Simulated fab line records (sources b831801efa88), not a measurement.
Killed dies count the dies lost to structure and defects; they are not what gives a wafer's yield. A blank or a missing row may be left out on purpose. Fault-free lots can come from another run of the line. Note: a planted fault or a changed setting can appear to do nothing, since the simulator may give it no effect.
One fault through the eyes of 2 desks :: flow gf180mcu :: numbers are kept per desk, each desk with only its own; the story behind them comes last

== THE TOOL OWNER'S DESK: pvd_sputter-04 ==
At GF_M1_SPUTTER_04 (material TiN, target thk 50 nm, time 41.7 s) the tool's own readings: per lot run on this tool, the mean of the sampled wafers that have a number. A lot is out of limits, marked OUT, if its mean lies more than 4 standard deviations from the usual mean; the brackets give that distance.
Columns: A = throttle_valve_pct at GF_M1_SPUTTER_04, usual 30.1 %
lot: L472
first seen here: day 15 13:15
A: 30.5

lot: L492
first seen here: day 23 06:41
A: 31.4

lot: L493
first seen here: day 23 10:26
A: 31.0
Finding of this desk: none of the 3 lots has anything out of limits.

== FROM THE METROLOGY DESK ==
Lot by lot, what the gauges showed, no matter which tool ran the lot: averages of those sampled wafers that carry a number. A lot is out of limits, marked OUT, if its mean lies more than 4 standard deviations from the usual mean; the brackets give that distance. Of its 9 readings 7 are shown: those that lie furthest out on some lot.
Columns: A = CONTACT_W_RS at GF_CONTACT_RS_MEAS_25, usual 0.384 ohm/sq; B = CONTACT_W_THK at GF_CONTACT_THK_MEAS_26, usual 300 nm; C = M1_ALCU_RS at GF_M1_RS_MEAS_05, usual 0.0696 ohm/sq; D = cd_nm at GF_M1_CD_MEAS_14, usual 230.1 nm; E = M1_OVL at GF_M1_OVL_MEAS_15, usual -4 nm; F = V1_CVD_02_THK at GF_V1_THK_MEAS_03, usual 850 nm; G = V1_BOW at GF_V1_BOW_MEAS_05, usual 84 um
lot: L472
first seen here: day 15 12:35
A: 0.390
B: 298
C: 0.0691
D: 230.2
E: -7
F: 850
G: 81

lot: L475
first seen here: day 17 01:04
A: 0.384
B: 301
C: 0.0700
D: 229.9
E: 8
F: 857
G: 82

lot: L482
first seen here: day 20 12:13
A: 0.382
B: 303
C: 0.0696
D: 231.8
E: -11
F: 846
G: 94

lot: L492
first seen here: day 23 06:02
A: 0.380
B: 303
C: 0.0700
D: 228.8
E: -2
F: 849
G: 92

lot: L493
first seen here: day 23 09:47
A: 0.377
B: 306
C: 0.0692
D: 231.1
E: 1
F: 859
G: 84

lot: L494
first seen here: day 23 16:04
A: 0.379
B: 304
C: 0.0705
D: 229.5
E: -6
F: 853
G: 82
Finding of this desk: none of the 6 lots has anything out of limits.

== BROUGHT TOGETHER ==
The tool owner's desk saw nothing out of limits.
The metrology desk saw nothing out of limits.

== WHAT WAS PUT IN BY THE SIMULATOR ==
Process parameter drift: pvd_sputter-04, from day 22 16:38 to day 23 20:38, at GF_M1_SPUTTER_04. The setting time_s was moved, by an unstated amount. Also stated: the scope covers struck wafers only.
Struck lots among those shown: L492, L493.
